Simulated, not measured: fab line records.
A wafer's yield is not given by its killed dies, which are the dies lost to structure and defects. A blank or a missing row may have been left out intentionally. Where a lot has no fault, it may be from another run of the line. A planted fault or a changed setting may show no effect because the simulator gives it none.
fab line records | flow sky130
record lots=6 | wafers=18 | last-day=50
route steps=708 shown NWELL@65 PAD_OPEN@708
lots that met no fault: taken from a fault-free run of the same line
start-h: start of the lot's first displayed wafer, in hours after the record's first day | wait-h: time in hours since the lot's previous step | " the same as in the row above | L1.1+2: a row that stands for several wafers | - either no value or no given start | * or withheld: withheld | < > ~ a bound
route shown NAME@n: names a module that has steps shown in the file, with the first one's number in the route | usual: mean and standard deviation over wafers with no fault | same: alike in all rows | chamber/n: place in a boat | sites: each site's reading | _std_site: how widely they spread, as a standard deviation | _edge_site: inner sites' mean taken away from outer sites' mean | radius-mm: how far each site lies from the wafer's centre | mask NAME#n: copy n | behind: the last tool/chamber to shape the wafer | hold: why the lot went on hold/how many hours it stayed there/how the hold came to an end | device: the transistor (n, p or np) that didn't switch | end of line: at the end of the route, the tests of the same wafers | a step without rows: its recipe alone | killed: count of dies lost to structure and defects at first sort (not the wafer's yield) | map: shows each die of a wafer: x if killed, . if not, _ if none is there
set.NAME: the run value of the setting; set.NAME@STEP: its run value at that earlier step | model.NAME: the simulator's own value behind a step, which no gauge read
lots at some steps of the route; a table a step, a row a wafer
services: the hour from which a tool's chamber was out of use, counted from the record's first day as start-h (under 0 if before that day), plus the number of hours and why
## steps
# step SKY_NWELL_IMPLANT_12
# recipe species=P | energy-kev=120 | dose-cm2=1.3e+12 | tilt-deg=withheld
# step SKY_NWELL_IMPLANT_13
# recipe species=P | energy-kev=50 | dose-cm2=7e+11 | tilt-deg=withheld
# step SKY_NWELL_STRIP_14
# recipe chemistry=O2/N2 | power-w=1400 | pressure-mtorr=1500 | platen-temp-c=withheld | o2-flow-sccm=3000 | n2-flow-sccm=300 | overash-fraction=0.5
# usual drypump-motor-current-A=5.9/0.42 | oes-product-au=0.723/0.0043 | strip-time-to-endpoint-s=36.93/0.11
lot.wafer | tool            | chamber | start-h | wait-h | drypump-motor-current-A | oes-product-au | rf-hours-counter-h | strip-time-to-endpoint-s
L897.2    | plasma-asher-01 | 0       | 103.28  | 0.1    | 5.1                     | 0.730          | 41                 | 36.82
L897.4    | "               | 0       | "       | "      | 5.1                     | 0.725          | -                  | 36.83
L897.6    | "               | 1       | "       | "      | 6.1                     | 0.721          | -                  | 36.74
L903.1    | plasma-asher-01 | 0       | 139.61  | 0.1    | 5.1                     | 0.720          | 45                 | 37.02
L903.2    | "               | 1       | "       | "      | 6.0                     | 0.723          | 45                 | 37.08
L903.4    | "               | 0       | "       | "      | 5.1                     | 0.724          | -                  | 36.97
L912.1    | plasma-asher-02 | 0       | 196.13  | 0.1    | 5.9                     | 0.725          | 7                  | 36.73
L912.5    | "               | 1       | "       | "      | 6.1                     | 0.725          | -                  | 36.85
L912.6    | "               | 0       | "       | "      | 6.0                     | 0.720          | -                  | 36.72
L914.1    | plasma-asher-03 | 0       | 202.84  | 0.1    | 6.5                     | 0.731          | 36                 | 37.12
L914.2    | "               | 1       | "       | "      | 6.1                     | 0.723          | 36                 | 37.15
L914.3    | "               | 0       | "       | "      | 6.5                     | 0.725          | -                  | 37.17
L915.2    | plasma-asher-02 | 1       | 209.57  | 0.1    | 6.2                     | 0.728          | 9                  | 36.89
L915.3    | "               | 0       | "       | "      | 6.0                     | 0.727          | -                  | 37.01
L915.4    | "               | 1       | "       | "      | 6.2                     | 0.723          | -                  | 36.95
L916.3    | plasma-asher-02 | 1       | 216.82  | 0.1    | 6.2                     | 0.723          | -                  | 37.07
L916.5    | "               | 0       | "       | "      | 6.0                     | 0.725          | -                  | 36.99
L916.6    | "               | 1       | "       | "      | 6.2                     | 0.724          | -                  | 37.07
# step SKY_NWELL_TW_MEAS_15
# usual NWELL_TW=1817/14
lot.wafer | tool          | chamber | start-h | wait-h | NWELL_TW
L897.2    | film-metro-02 | -       | 103.39  | 0.1    | 1812
L897.4    | "             | -       | "       | "      | 1815
L897.6    | "             | -       | "       | "      | 1820
L903.1    | film-metro-01 | -       | 139.71  | 0.1    | 1796
L903.2    | "             | -       | "       | "      | 1803
L903.4    | "             | -       | "       | "      | 1791
L912.1    | film-metro-02 | -       | 196.23  | 0.1    | 1818
L912.5    | "             | -       | "       | "      | 1818
L912.6    | "             | -       | "       | "      | 1815
L914.1    | film-metro-02 | -       | 202.94  | 0.1    | 1823
L914.2    | "             | -       | "       | "      | 1818
L914.3    | "             | -       | "       | "      | 1813
L915.2    | film-metro-02 | -       | 209.68  | 0.1    | 1818
L915.3    | "             | -       | "       | "      | 1821
L915.4    | "             | -       | "       | "      | 1813
L916.3    | film-metro-04 | -       | 216.90  | 0.1    | 1838
L916.5    | "             | -       | "       | "      | 1839
L916.6    | "             | -       | "       | "      | 1832
# step SKY_NWELL_DEHYDRATE_16
# recipe temp-c=200 | time-s=60
# step SKY_NWELL_HMDS_17
# recipe prime-time-s=60 | prime-temp-c=120
# step SKY_NWELL_COAT_18
# recipe spin-rpm=2000 | resist-thk-nm=3000
# step SKY_NWELL_SOFTBAKE_19
# recipe temp-c=110 | time-s=withheld
# step SKY_NWELL_EXPOSE_20
# recipe mask-id=NWM_COMPLEMENT | na=0.6 | source-shape=conventional | sigma-outer=0.6 | polarization=unpolarized | target-cd-nm=840 | dose-mj=260
# step SKY_NWELL_PEB_21
# recipe temp-c=115 | time-s=withheld
# step SKY_NWELL_DEVELOP_22
# recipe wall-angle-deg=90 | developer=TMAH | develop-time-s=60 | dev-temp-c=23
# step SKY_NWELL_OVL_MEAS_23
# usual NWELL_01_OVL=0.0/1.4
lot.wafer | tool       | chamber | start-h | wait-h | NWELL_01_OVL[nm]
L897.2    | overlay-02 | -       | 121.94  | -      | 0.0
L897.4    | "          | -       | "       | "      | -1.6
L897.6    | "          | -       | "       | "      | 0.3
L903.1    | overlay-01 | -       | 159.62  | -      | 0.9
L903.2    | "          | -       | "       | "      | -0.6
L903.4    | "          | -       | "       | "      | -2.1
L912.1    | overlay-02 | -       | 217.45  | -      | 0.3
L912.5    | "          | -       | "       | "      | 0.5
L912.6    | "          | -       | "       | "      | -0.2
L914.1    | overlay-01 | -       | 224.75  | -      | 0.7
L914.2    | "          | -       | "       | "      | 1.0
L914.3    | "          | -       | "       | "      | -0.9
L915.2    | overlay-01 | -       | 232.53  | -      | 1.6
L915.3    | "          | -       | "       | "      | 0.9
L915.4    | "          | -       | "       | "      | 0.9
L916.3    | overlay-02 | -       | 238.99  | -      | 2.5
L916.5    | "          | -       | "       | "      | 3.2
L916.6    | "          | -       | "       | "      | 1.8
# step SKY_NWELL_IMPLANT_24
# recipe species=B | energy-kev=140 | dose-cm2=9.2e+12 | tilt-deg=withheld
# usual dose-ions-cm2=9.198e+12/9.7e+09 | faraday-current-uA=51.9/1
lot.wafer | tool         | chamber | start-h | wait-h | dose-ions-cm2 | faraday-current-uA
L897.2    | implanter-02 | 0       | 122.00  | 0.0    | 9.21e+12      | 52.1
L897.4    | "            | 0       | "       | "      | 9.217e+12     | 49.8
L897.6    | "            | 0       | "       | "      | 9.205e+12     | 51.4
L903.1    | implanter-04 | 0       | 159.66  | 0.0    | 9.19e+12      | 51.4
L903.2    | "            | 0       | "       | "      | 9.186e+12     | 51.4
L903.4    | "            | 0       | "       | "      | 9.2e+12       | 51.5
L912.1    | implanter-02 | 0       | 217.48  | 0.0    | 4.473e+12     | 25.5
L912.5    | "            | 0       | "       | "      | 4.47e+12      | 25.0
L912.6    | "            | 0       | "       | "      | 4.466e+12     | 25.2
L914.1    | implanter-02 | 0       | 224.78  | 0.0    | 4.467e+12     | 25.5
L914.2    | "            | 0       | "       | "      | 4.467e+12     | 25.2
L914.3    | "            | 0       | "       | "      | 4.454e+12     | 24.7
L915.2    | implanter-01 | 0       | 232.58  | 0.0    | 9.213e+12     | 51.0
L915.3    | "            | 0       | "       | "      | 9.208e+12     | 52.8
L915.4    | "            | 0       | "       | "      | 9.206e+12     | 51.4
L916.3    | implanter-04 | 0       | 239.07  | 0.1    | 9.203e+12     | 49.9
L916.5    | "            | 0       | "       | "      | 9.204e+12     | 50.0
L916.6    | "            | 0       | "       | "      | 9.205e+12     | 50.3
# step SKY_NWELL_STRIP_25
# recipe chemistry=O2/N2 | power-w=1400 | pressure-mtorr=1500 | platen-temp-c=withheld | o2-flow-sccm=3000 | n2-flow-sccm=300 | overash-fraction=0.5
# usual drypump-motor-current-A=6.0/0.41 | oes-product-au=0.722/0.0048 | strip-time-to-endpoint-s=36.85/0.11
lot.wafer | tool            | chamber | start-h | wait-h | drypump-motor-current-A | oes-product-au | rf-hours-counter-h | strip-time-to-endpoint-s
L897.2    | plasma-asher-02 | 1       | 122.12  | 0.1    | 6.1                     | 0.729          | 0                  | 36.81
L897.4    | "               | 1       | "       | "      | 6.2                     | 0.724          | -                  | 36.89
L897.6    | "               | 1       | "       | "      | 6.2                     | 0.720          | -                  | 36.96
L903.1    | plasma-asher-02 | 0       | 159.81  | 0.1    | 6.0                     | 0.716          | 4                  | 37.02
L903.2    | "               | 1       | "       | "      | 6.1                     | 0.730          | 4                  | 37.02
L903.4    | "               | 0       | "       | "      | 6.0                     | 0.722          | -                  | 36.90
L912.1    | plasma-asher-03 | 1       | 217.63  | 0.1    | 6.1                     | 0.721          | 37                 | 36.93
L912.5    | "               | 1       | "       | "      | 6.1                     | 0.729          | -                  | 36.97
L912.6    | "               | 0       | "       | "      | 6.4                     | 0.723          | -                  | 36.97
L914.1    | plasma-asher-03 | 0       | 224.93  | 0.1    | 6.4                     | 0.732          | 38                 | 36.69
L914.2    | "               | 1       | "       | "      | 6.1                     | 0.720          | 38                 | 36.61
L914.3    | "               | 1       | "       | "      | 6.1                     | 0.721          | -                  | 36.70
L915.2    | plasma-asher-02 | 1       | 232.71  | 0.1    | 6.1                     | 0.722          | 11                 | 36.89
L915.3    | "               | 1       | "       | "      | 6.1                     | 0.721          | -                  | 36.79
L915.4    | "               | 0       | "       | "      | 6.0                     | 0.718          | -                  | 36.90
L916.3    | plasma-asher-01 | 0       | 239.20  | 0.1    | 5.2                     | 0.719          | -                  | 36.65
L916.5    | "               | 0       | "       | "      | 5.1                     | 0.723          | -                  | 36.74
L916.6    | "               | 1       | "       | "      | 6.0                     | 0.723          | -                  | 36.58
# step SKY_NWELL_TW_MEAS_26
# usual NWELL_2_TW=495/4.3
lot.wafer | tool          | chamber | start-h | wait-h | NWELL_2_TW
L897.2    | film-metro-04 | -       | 122.23  | 0.1    | 500
L897.4    | "             | -       | "       | "      | 498
L897.6    | "             | -       | "       | "      | 498
L903.1    | film-metro-02 | -       | 159.91  | 0.1    | 492
L903.2    | "             | -       | "       | "      | 497
L903.4    | "             | -       | "       | "      | 497
L912.1    | film-metro-01 | -       | 217.73  | 0.1    | 390
L912.5    | "             | -       | "       | "      | 390
L912.6    | "             | -       | "       | "      | 390
L914.1    | film-metro-04 | -       | 225.03  | 0.1    | 401
L914.2    | "             | -       | "       | "      | 400
L914.3    | "             | -       | "       | "      | 400
L915.2    | film-metro-04 | -       | 232.82  | 0.1    | 500
L915.3    | "             | -       | "       | "      | 501
L915.4    | "             | -       | "       | "      | 499
L916.3    | film-metro-02 | -       | 239.29  | 0.1    | 499
L916.5    | "             | -       | "       | "      | 499
L916.6    | "             | -       | "       | "      | 497
# step SKY_NWELL_CLEAN_27
# recipe chemistry=SC1/SC2 | mix=1:4:20 | temp-c=70 | time-s=150 | dry=n2-spin
# step SKY_PAD_OPEN_PROBE_99
# usual killed_at_M0_to_M3=45/7 | killed_at_M4_up=3.4/1.8 | killed-at-contacts=24/5.4 | killed-at-front-end=16/4.8 | killed-at-other=0.4/0.62 | killed-dies=89/10 | killed-open=48/7.2 | killed-short=40/6.3
# same gross-dies=492 | killed-at-back-side=0
lot.wafer | tool      | chamber | start-h | wait-h | killed_at_M0_to_M3 | killed_at_M4_up | killed-at-contacts | killed-at-front-end | killed-at-other | killed-dies | killed-open | killed-short | model.etest.pfet_16v.r-on-ohm-um | model.etest.res-iso-pwell.rs-ohm-sq | model.etest.res-pwell-under-gate.rs-ohm-sq | model.etest.res-iso-pwell.line-ohm-um | model.etest.nfet_16v.r-on-ohm-um | model.etest.pfet_16v.drive-ua-um | model.etest.tip_n_5v.rs-ohm-sq | model.etest.res-pwell-under-gate.rs-ohm-sq-range
L897.2    | prober-01 | -       | 1094.66 | 0.1    | 44                 | 3               | 26                 | 18                  | 0               | 91          | 52          | 38           | 1.542e+04                        | 3082                                | 2282                                       | 1150                                  | 1.391e+04                        | 241.9                            | 1378                           | 92.49
L897.4    | prober-01 | -       | 1094.76 | 0.2    | 38                 | 2               | 19                 | 17                  | 1               | 77          | 43          | 34           | 1.513e+04                        | 2909                                | 2292                                       | 1118                                  | 1.395e+04                        | 240.9                            | 1385                           | 53.07
L897.6    | prober-01 | -       | 1094.86 | 0.2    | 38                 | 6               | 17                 | 14                  | 2               | 77          | 39          | 37           | 1.55e+04                         | 3110                                | 2283                                       | 1186                                  | 1.399e+04                        | 239.7                            | 1376                           | 74.51
L903.1    | prober-01 | -       | 1129.37 | 0.1    | 41                 | 2               | 30                 | 8                   | 0               | 81          | 55          | 26           | 1.475e+04                        | 2853                                | 2273                                       | 1081                                  | 1.416e+04                        | 250.6                            | 1381                           | 49.03
L903.2    | prober-01 | -       | 1129.42 | 0.1    | 51                 | 6               | 28                 | 23                  | 1               | 109         | 64          | 45           | 1.488e+04                        | 2900                                | 2262                                       | 1097                                  | 1.419e+04                        | 248                              | 1387                           | 49.22
L903.4    | prober-01 | -       | 1129.52 | 0.2    | 53                 | 3               | 28                 | 10                  | 1               | 95          | 57          | 37           | 1.474e+04                        | 2889                                | 2273                                       | 1096                                  | 1.423e+04                        | 250                              | 1380                           | 67.4
L912.1    | prober-01 | -       | 1178.42 | 0.1    | 47                 | 7               | 28                 | 15                  | 2               | 99          | 51          | 48           | 2.38e+04                         | 5593                                | 3719                                       | 2124                                  | 1.382e+04                        | 137.5                            | 1336                           | 97.39
L912.5    | prober-01 | -       | 1178.62 | 0.2    | 44                 | 3               | 24                 | 14                  | 0               | 85          | 47          | 36           | 2.336e+04                        | 5528                                | 3716                                       | 2132                                  | 1.377e+04                        | 140.9                            | 1341                           | 116.5
L912.6    | prober-01 | -       | 1178.67 | 0.2    | 38                 | 5               | 23                 | 13                  | 0               | 79          | 43          | 36           | 2.358e+04                        | 5551                                | 3713                                       | 2159                                  | 1.378e+04                        | 139.4                            | 1334                           | 80.98
L914.1    | prober-02 | -       | 1180.74 | 0.1    | 48                 | 7               | 18                 | 17                  | 0               | 90          | 52          | 38           | 2.29e+04                         | 5796                                | 3663                                       | 2242                                  | 1.362e+04                        | 139.6                            | 1323                           | 123
L914.2    | prober-02 | -       | 1180.79 | 0.1    | 44                 | 4               | 28                 | 17                  | 0               | 93          | 60          | 33           | 2.326e+04                        | 5886                                | 3683                                       | 2288                                  | 1.366e+04                        | 138.1                            | 1326                           | 139.3
L914.3    | prober-02 | -       | 1180.84 | 0.2    | 53                 | 4               | 32                 | 18                  | 0               | 107         | 59          | 48           | 2.321e+04                        | 5884                                | 3707                                       | 2268                                  | 1.369e+04                        | 138.6                            | 1308                           | 132.2
L915.2    | prober-01 | -       | 1188.14 | 0.1    | 45                 | 2               | 31                 | 20                  | 0               | 98          | 53          | 45           | 1.502e+04                        | 2782                                | 2284                                       | 1050                                  | 1.377e+04                        | 243.2                            | 1384                           | 58.28
L915.3    | prober-01 | -       | 1188.19 | 0.2    | 44                 | 1               | 22                 | 26                  | 0               | 93          | 53          | 40           | 1.524e+04                        | 2822                                | 2274                                       | 1080                                  | 1.397e+04                        | 243.1                            | 1386                           | 77.91
L915.4    | prober-01 | -       | 1188.24 | 0.2    | 33                 | 2               | 18                 | 35                  | 0               | 88          | 47          | 41           | 1.494e+04                        | 2722                                | 2265                                       | 1034                                  | 1.394e+04                        | 245.1                            | 1378                           | 68.9
L916.3    | prober-02 | -       | 1193.96 | 0.2    | 44                 | 3               | 21                 | 17                  | 2               | 87          | 42          | 43           | 1.512e+04                        | 3060                                | 2277                                       | 1165                                  | 1.423e+04                        | 246.7                            | 1393                           | 58.83
L916.5    | prober-02 | -       | 1194.06 | 0.2    | 37                 | 4               | 20                 | 9                   | 1               | 71          | 35          | 35           | 1.504e+04                        | 2992                                | 2280                                       | 1135                                  | 1.418e+04                        | 248.2                            | 1384                           | 55.58
L916.6    | prober-02 | -       | 1194.11 | 0.2    | 34                 | 3               | 21                 | 15                  | 0               | 73          | 34          | 39           | 1.5e+04                          | 2913                                | 2268                                       | 1091                                  | 1.421e+04                        | 248.6                            | 1382                           | 45.39
# killed by level:class
L897.2 CONTACT:geometric-particle:open=11 VIA1:geometric-particle:open=9 VIA3:geometric-particle:open=9 METAL2:geometric-particle:short=8 POLY_GATE:geometric-particle:short=7 LI_CONTACT:geometric-particle:open=6 FIELD_ISO:geometric-particle:short=4 METAL1:geometric-particle:short=4
L897.4 LI_CONTACT:geometric-particle:open=9 VIA1:geometric-particle:open=7 METAL2:geometric-particle:short=7 FIELD_ISO:geometric-particle:open=6 VIA3:geometric-particle:open=6 METAL3:geometric-particle:short=5 POLY_GATE:geometric-particle:open=4 CONTACT:geometric-particle:open=4
L897.6 LI_CONTACT:geometric-particle:open=8 VIA3:geometric-particle:open=7 POLY_GATE:geometric-particle:open=6 VIA1:geometric-particle:open=6 METAL3:geometric-particle:short=6 METAL4:geometric-particle:short=5 VIA3:geometric-particle:short=4 POLY_GATE:geometric-particle:short=3
L903.1 CONTACT:geometric-particle:open=15 VIA1:geometric-particle:open=11 VIA3:geometric-particle:open=9 VIA2:geometric-particle:open=8 LI_CONTACT:geometric-particle:open=6 CONTACT:geometric-particle:short=4 METAL2:geometric-particle:short=4 LI_CONTACT:geometric-particle:short=3
L903.2 VIA1:geometric-particle:open=17 LI_CONTACT:geometric-particle:open=13 VIA1:geometric-particle:short=9 CONTACT:geometric-particle:open=9 FIELD_ISO:geometric-particle:short=8 FIELD_ISO:geometric-particle:open=7 VIA2:geometric-particle:open=6 METAL2:geometric-particle:short=5
L903.4 VIA1:geometric-particle:open=14 VIA3:geometric-particle:open=11 CONTACT:geometric-particle:open=10 LI_CONTACT:geometric-particle:open=9 VIA3:geometric-particle:short=8 METAL1:geometric-particle:short=5 LI_CONTACT:geometric-particle:short=4 VIA2:geometric-particle:open=4
L912.1 VIA1:geometric-particle:open=12 CONTACT:geometric-particle:open=10 VIA3:geometric-particle:open=7 LI_CONTACT:geometric-particle:open=6 VIA2:geometric-particle:open=6 METAL4:geometric-particle:short=5 POLY_GATE:geometric-particle:short=5 METAL3:geometric-particle:short=5
L912.5 VIA2:geometric-particle:open=12 VIA1:geometric-particle:open=9 CONTACT:geometric-particle:open=8 CONTACT:geometric-particle:short=7 POLY_GATE:geometric-particle:open=6 METAL1:geometric-particle:short=6 VIA1:geometric-particle:short=5 METAL2:geometric-particle:short=5
L912.6 VIA1:geometric-particle:open=14 CONTACT:geometric-particle:open=9 LOCAL_INTERCONNECT:geometric-particle:short=6 VIA1:geometric-particle:short=6 VIA2:geometric-particle:open=5 METAL2:geometric-particle:short=5 LI_CONTACT:geometric-particle:short=4 POLY_GATE:geometric-particle:short=3
L914.1 VIA1:geometric-particle:open=9 VIA3:geometric-particle:open=8 LI_CONTACT:geometric-particle:open=6 FIELD_ISO:geometric-particle:open=5 CONTACT:geometric-particle:short=5 VIA1:geometric-particle:short=5 METAL2:geometric-particle:short=5 METAL2:geometric-particle:open=5
L914.2 VIA3:geometric-particle:open=11 CONTACT:geometric-particle:open=11 LI_CONTACT:geometric-particle:open=8 VIA1:geometric-particle:open=7 FIELD_ISO:geometric-particle:open=5 METAL1:geometric-particle:short=5 VIA2:geometric-particle:open=5 POLY_GATE:geometric-particle:open=4
L914.3 CONTACT:geometric-particle:open=12 VIA2:geometric-particle:open=11 LI_CONTACT:geometric-particle:open=9 VIA1:geometric-particle:open=9 FIELD_ISO:geometric-particle:short=6 METAL2:geometric-particle:short=6 METAL3:geometric-particle:short=6 LOCAL_INTERCONNECT:geometric-particle:short=5
L915.2 CONTACT:geometric-particle:open=12 VIA1:geometric-particle:open=11 VIA1:geometric-particle:short=8 CONTACT:geometric-particle:short=7 VIA2:geometric-particle:open=7 FIELD_ISO:geometric-particle:short=5 FIELD_ISO:geometric-particle:open=5 LI_CONTACT:geometric-particle:open=5
L915.3 CONTACT:geometric-particle:open=14 VIA2:geometric-particle:open=10 VIA1:geometric-particle:open=9 FIELD_ISO:geometric-particle:short=8 FIELD_ISO:geometric-particle:open=7 POLY_GATE:geometric-particle:short=6 METAL1:geometric-particle:short=6 METAL2:geometric-particle:short=5
L915.4 FIELD_ISO:geometric-particle:short=12 VIA1:geometric-particle:open=12 CONTACT:geometric-particle:open=9 METAL1:geometric-particle:short=7 POLY_GATE:geometric-particle:short=6 LI_CONTACT:geometric-particle:open=6 FIELD_ISO:geometric-particle:open=5 POLY_GATE:geometric-particle:open=3
L916.3 CONTACT:geometric-particle:open=10 METAL1:geometric-particle:short=7 VIA2:geometric-particle:open=7 METAL2:geometric-particle:short=6 METAL1:geometric-particle:open=5 VIA3:geometric-particle:open=5 POLY_GATE:geometric-particle:open=4 POLY_GATE:geometric-particle:short=4
L916.5 VIA1:geometric-particle:open=9 METAL1:geometric-particle:short=7 LI_CONTACT:geometric-particle:open=6 CONTACT:geometric-particle:open=6 VIA1:geometric-particle:short=6 POLY_GATE:geometric-particle:short=4 CONTACT:geometric-particle:short=4 METAL2:geometric-particle:short=4
L916.6 METAL2:geometric-particle:short=8 LI_CONTACT:geometric-particle:open=6 CONTACT:geometric-particle:open=6 METAL1:geometric-particle:short=6 VIA1:geometric-particle:open=5 LOCAL_INTERCONNECT:geometric-particle:short=4 SPACER:geometric-particle:short=3 FIELD_ISO:geometric-particle:open=3
## services
tool            | chamber | start-h | hours | kind
implanter-01    | -       | 98.79   | 1.8   | repair
plasma-asher-01 | -       | 103.98  | 0.7   | repair
plasma-asher-02 | -       | 108.75  | 9.0   | pm
plasma-asher-02 | 0       | 108.75  | 9.0   | vent-cycle
plasma-asher-02 | 1       | 108.75  | 9.0   | vent-cycle
implanter-01    | -       | 112.23  | 2.4   | repair
plasma-asher-02 | 0       | 117.75  | -     | clean
plasma-asher-02 | 1       | 117.75  | -     | clean
plasma-asher-01 | -       | 126.29  | 1.1   | repair
implanter-02    | -       | 132.97  | 3.4   | repair
plasma-asher-02 | -       | 149.69  | 2.3   | repair
implanter-01    | -       | 185.80  | 21.1  | pm
implanter-02    | -       | 198.89  | 4.9   | pm
implanter-01    | -       | 208.38  | 3.6   | pm
plasma-asher-03 | -       | 226.11  | 2.4   | repair
implanter-01    | -       | 238.14  | 1.4   | repair
## key
first-sign step=SKY_NWELL_IMPLANT_24 | reading=dose-ions-cm2 | direction=down | sigmas=99+ | usual=* | struck=*
effect step=SKY_NWELL_IMPLANT_24 | reading=faraday-current-uA | direction=down | sigmas=27 | usual=51.9 | struck=25.2
effect step=SKY_NWELL_TW_MEAS_26 | reading=NWELL_2_TW | direction=down | sigmas=23 | usual=495 | struck=395
model-effect step=SKY_PAD_OPEN_PROBE_99 | value=etest.pfet_16v.r-on-ohm-um | without=1.514e+04 | struck=2.335e+04
met-at SKY_NWELL_IMPLANT_24
struck-wafers L912.1,L912.5,L912.6,L914.1,L914.2,L914.3
tester-left-out L912,L914
onset-between 122.00 217.48
fault kind=process-parameter-drift | tool=implanter-02 | chamber=- | onset-h=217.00 | steps=SKY_NWELL_IMPLANT_24 | channel=dose-cm2 | offset=* | shape=step | end-h=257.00 | acts-in=* | stated=*
# tester-left-out: of these lots the tester's yield and bins aren't shown, on N5 and GAA mostly nor the transistor test; their killed dies are dies lost to structure and defects alone, not to doping, threshold or leakage, so they don't give the yield
